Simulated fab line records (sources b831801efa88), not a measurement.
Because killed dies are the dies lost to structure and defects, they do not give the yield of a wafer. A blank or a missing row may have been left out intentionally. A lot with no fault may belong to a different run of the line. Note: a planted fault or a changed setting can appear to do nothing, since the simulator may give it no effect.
Matching of chambers	flow sky130	rie_diel-03 running SKY_FIELD_ISO_ETCH_15: 4 sister chambers
The step etches the open film in CHF3/O2, stops on Si, target depth 180 nm, time 72 s. 8 wafers are shown with their chamber, then 8 later ones without.

## WAFERS WITH THEIR CHAMBER
wafer	chamber	drypump_motor_current_A (A)	chamber_pressure_mTorr (mTorr)
L079.1	2	6.1	39.97
L079.4	3	5.7	39.98
L081.4	2	6.1	39.95
L081.6	1	5.7	40.02
L085.1	3	5.6	40.06
L085.2	0	6.6	40.02
L085.6	1	5.7	40.01
L087.1	0	6.6	40.04

## WAFERS WITHOUT THEIR CHAMBER
wafer	drypump_motor_current_A (A)	chamber_pressure_mTorr (mTorr)
L087.3	5.7	40.01
L087.5	6.6	40.01
L091.2	5.6	39.97
L091.5	6.1	40.00
L091.6	5.6	39.99
L092.1	5.7	40.08
L092.4	6.6	40.06
L092.6	5.6	39.97

## WHICH CHAMBER EACH ONE RAN IN
wafer	from the rows above	in truth
L087.3	can't be placed: 1 or 3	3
L087.5	0	0
L091.2	can't be placed: 3 or 1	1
L091.5	2	2
L091.6	can't be placed: 3 or 1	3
L092.1	can't be placed: 1 or 3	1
L092.4	0	0
L092.6	can't be placed: 3 or 1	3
Correctly placed: 3 of 8. Can't be placed from these rows: 5 (the true chamber is among the candidates in 5). Placed wrongly: 0.
How it was worked out, from the rows above alone: a wafer's distance from a chamber is the root of the sum, over the readings, of the square of ((its reading less the chamber's mean) divided by the reading's scatter). If the next closest chamber is less than 2 further off than the closest, the wafer can't be placed; otherwise it belongs to the closest. A chamber's mean is the mean of its shown wafers. The scatter is the square root of a quotient: the sum, over the shown wafers, of each reading's squared deviation from its chamber's mean, divided by wafers minus chambers.
